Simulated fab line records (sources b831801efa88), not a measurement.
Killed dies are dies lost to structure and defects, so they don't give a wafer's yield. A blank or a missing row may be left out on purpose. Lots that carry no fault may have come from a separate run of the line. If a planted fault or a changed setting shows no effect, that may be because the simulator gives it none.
The tool behind it: which one? + flow sky130 + 12 lots with 36 wafers sampled at 3 steps, on a route of 708 steps

## WHAT THE GAUGES SHOWED, per wafer
SKY_VIA3_RS_MEAS_22: a four-point-probe measurement. Usual: for VIA3_W_RS the level is 0.2916 ohm/sq and the standard deviation is 0.0029.
| lot  | measured     | on            | VIA3_W_RS (ohm/sq)   | flag |
|------|--------------|---------------|----------------------|------|
| L128 | day 40 04:23 | film-metro-02 | 0.2980 0.2963 0.2891 |      |
| L129 | day 41 02:28 | film-metro-04 | 0.2911 0.2934 0.2903 |      |
| L132 | day 41 05:47 | film-metro-03 | 0.2893 0.2941 0.2932 |      |
| L131 | day 41 15:12 | film-metro-02 | 0.2909 0.2930 0.2924 |      |
| L137 | day 43 10:22 | film-metro-04 | 0.2937 0.2940 0.2933 |      |
| L134 | day 43 17:54 | film-metro-04 | 0.2893 0.2919 0.2934 |      |
| L138 | day 43 19:10 | film-metro-04 | 0.2882 0.2923 0.2909 |      |
| L133 | day 43 20:59 | film-metro-04 | 0.2920 0.2915 0.2924 |      |
| L145 | day 45 01:07 | film-metro-02 | 0.2866 0.2882 0.2885 |      |
| L146 | day 45 01:43 | film-metro-03 | 0.2912 0.2908 0.2894 |      |
| L147 | day 45 01:46 | film-metro-04 | 0.2991 0.2934 0.2929 |      |
| L150 | day 45 23:19 | film-metro-04 | 0.2896 0.2951 0.2932 |      |

## EACH LOT AND THE TOOL THAT RAN IT (in order: tool; ch and the chambers of the sampled wafers; start)
| lot  | SKY_VIA3_ETCH_14                   | SKY_VIA3_CVD_21               |
|------|------------------------------------|-------------------------------|
| L128 | rie-diel-02 ch 0,1,2, day 40 03:30 | cvd-w-02 ch 0,1, day 40 04:16 |
| L129 | rie-diel-02 ch 1,2, day 41 01:31   | cvd-w-01 ch 0,1, day 41 02:20 |
| L132 | rie-diel-01 ch 0,1,2, day 41 04:53 | cvd-w-02 ch 1, day 41 05:38   |
| L131 | rie-diel-04 ch 0,1,3, day 41 14:17 | cvd-w-01 ch 0,1, day 41 15:04 |
| L137 | rie-diel-01 ch 0,1,3, day 43 09:28 | cvd-w-01 ch 0,1, day 43 10:14 |
| L134 | rie-diel-01 ch 1,2,3, day 43 16:32 | cvd-w-02 ch 0, day 43 17:40   |
| L138 | rie-diel-01 ch 0,1,3, day 43 18:03 | cvd-w-02 ch 0, day 43 18:57   |
| L133 | rie-diel-02 ch 0,1,2, day 43 19:30 | cvd-w-02 ch 0, day 43 20:48   |
| L145 | rie-diel-02 ch 0,1,3, day 45 00:12 | cvd-w-01 ch 0,1, day 45 01:00 |
| L146 | rie-diel-01 ch 1,2,3, day 45 00:49 | cvd-w-02 ch 0,1, day 45 01:34 |
| L147 | rie-diel-04 ch 0,2,3, day 45 00:51 | cvd-w-01 ch 0,1, day 45 01:39 |
| L150 | rie-diel-04 ch 0,3, day 45 22:20   | cvd-w-01 ch 0,1, day 45 23:11 |
- SKY_VIA3_ETCH_14: etches BARC in N2/H2, stops on SiO2, time 45.9 s, target depth 60 nm.
- SKY_VIA3_CVD_21: deposits W, target thk 390 nm, time 117.31 s.

## WHAT THE TOOLS THEMSELVES READ (means of the sampled wafers that have a number; where no wafer has one, the mark that the record gives instead)
SKY_VIA3_ETCH_14. Usual: drypump-motor-current-A 5.8 A, standard deviation 0.36; oes-product-au 0.855 a.u., standard deviation 0.0049; run-length-s 74.2 s, standard deviation 0.45; throttle-valve-pct 13.225 %, standard deviation 0.01.
| lot  | tool        | drypump-motor-current-A (A) | oes-product-au (a.u.) | run-length-s (s) | throttle-valve-pct (%) | flag |
|------|-------------|-----------------------------|-----------------------|------------------|------------------------|------|
| L128 | rie-diel-02 | 5.8                         | 0.852                 | 74.7             | 13.229                 |      |
| L129 | rie-diel-02 | 5.9                         | 0.855                 | 74.7             | 13.232                 |      |
| L132 | rie-diel-01 | 5.8                         | 0.852                 | 74.2             | 13.225                 |      |
| L131 | rie-diel-04 | 5.8                         | 0.854                 | 74.1             | 13.230                 |      |
| L137 | rie-diel-01 | 5.8                         | 0.854                 | 74.3             | 13.222                 |      |
| L134 | rie-diel-01 | 6.0                         | 0.851                 | 74.0             | 13.218                 |      |
| L138 | rie-diel-01 | 5.8                         | 0.859                 | 74.3             | 13.229                 |      |
| L133 | rie-diel-02 | 5.8                         | 0.858                 | 74.1             | 13.230                 |      |
| L145 | rie-diel-02 | 5.7                         | 0.846                 | 75.4             | 13.224                 |      |
| L146 | rie-diel-01 | 6.0                         | 0.855                 | 73.9             | 13.230                 |      |
| L147 | rie-diel-04 | 5.5                         | 0.850                 | 74.2             | 13.228                 |      |
| L150 | rie-diel-04 | 5.8                         | 0.855                 | 74.5             | 13.226                 |      |

SKY_VIA3_CVD_21. Usual: heater-power-w reads 865 W (standard deviation 45).
| lot  | tool     | heater-power-w (W) | flag |
|------|----------|--------------------|------|
| L128 | cvd-w-02 | 876                |      |
| L129 | cvd-w-01 | 866                |      |
| L132 | cvd-w-02 | 836                |      |
| L131 | cvd-w-01 | 865                |      |
| L137 | cvd-w-01 | 842                |      |
| L134 | cvd-w-02 | 891                |      |
| L138 | cvd-w-02 | 921                |      |
| L133 | cvd-w-02 | 913                |      |
| L145 | cvd-w-01 | 839                |      |
| L146 | cvd-w-02 | 865                |      |
| L147 | cvd-w-01 | 862                |      |
| L150 | cvd-w-01 | 870                |      |

## THE ANSWER, worked out from the rows above alone
Rule: lot off if the mean of its wafers having a number is beyond 3 standard deviations from the usual mean. Also off: a lot with no number at a reading for which 4 or more lots have one. Where the step has rows for the other lots, those lots are counted as sound. The gauges are gone through in route order, then the tools' own readings, and for those a lot's mean is taken as printed above. The first step at which some lot is off is used, and at that step the reading that is off furthest; a lot without a number counts as furthest.
Nothing can be told from this: no lot is off at any reading shown.

## WHAT THE SIMULATOR PUT IN
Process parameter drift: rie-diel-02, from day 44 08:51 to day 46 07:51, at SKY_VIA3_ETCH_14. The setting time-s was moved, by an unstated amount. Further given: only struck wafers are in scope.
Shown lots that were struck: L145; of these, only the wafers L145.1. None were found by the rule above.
